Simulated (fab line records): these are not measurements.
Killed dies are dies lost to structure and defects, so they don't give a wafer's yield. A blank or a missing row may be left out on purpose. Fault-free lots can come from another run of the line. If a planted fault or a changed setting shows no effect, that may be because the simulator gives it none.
Chamber matching / flow gf180mcu / GF_V5_CMP_26 on cmp-01: 4 sister chambers
The step polishes, stops on SiO2, t overpolish 15 s, target thk 0 nm. 4 wafers are shown with their chamber, then 9 later ones without.

== WAFERS, EACH WITH ITS CHAMBER ==
wafer=L086.6; chamber=0; motor-current-A (A)=8.8
wafer=L088.1; chamber=3; motor-current-A (A)=11.7
wafer=L088.3; chamber=2; motor-current-A (A)=11.0
wafer=L088.4; chamber=1; motor-current-A (A)=12.3

== WAFERS WITH NO CHAMBER GIVEN ==
wafer=L088.2; motor-current-A (A)=9.2
wafer=L088.5; motor-current-A (A)=9.6
wafer=L088.6; motor-current-A (A)=12.1
wafer=L095.1; motor-current-A (A)=12.1
wafer=L095.3; motor-current-A (A)=11.6
wafer=L095.5; motor-current-A (A)=10.9
wafer=L097.1; motor-current-A (A)=10.5
wafer=L097.3; motor-current-A (A)=11.6
wafer=L097.5; motor-current-A (A)=9.4

== EACH ONE'S CHAMBER ==
wafer=L088.2; from the rows above=0; in truth=0
wafer=L088.5; from the rows above=can't be placed: 0 or 2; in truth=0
wafer=L088.6; from the rows above=can't be placed: 1 or 3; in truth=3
wafer=L095.1; from the rows above=can't be placed: 1 or 3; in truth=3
wafer=L095.3; from the rows above=can't be placed: 3 or 2 or 1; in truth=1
wafer=L095.5; from the rows above=can't be placed: 2 or 3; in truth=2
wafer=L097.1; from the rows above=can't be placed: 2 or 3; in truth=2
wafer=L097.3; from the rows above=can't be placed: 3 or 2 or 1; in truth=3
wafer=L097.5; from the rows above=0; in truth=0
Correctly placed: 2 of 9. Not placeable from these rows: 7 (in 7, the candidates include the true chamber). Placed wrongly: 0.
How it was worked out, from the rows above alone: a wafer's distance from a chamber is the root of the sum, over the readings, of the square of ((its reading less the chamber's mean) divided by the reading's scatter). The wafer belongs to the nearest chamber; if the next one is less than 2 further off, it can't be placed. The mean given for a chamber averages the wafers shown for that chamber. The scatter: root of mean squared gap, hidden wafer to nearest shown wafer, with one shown wafer a chamber.
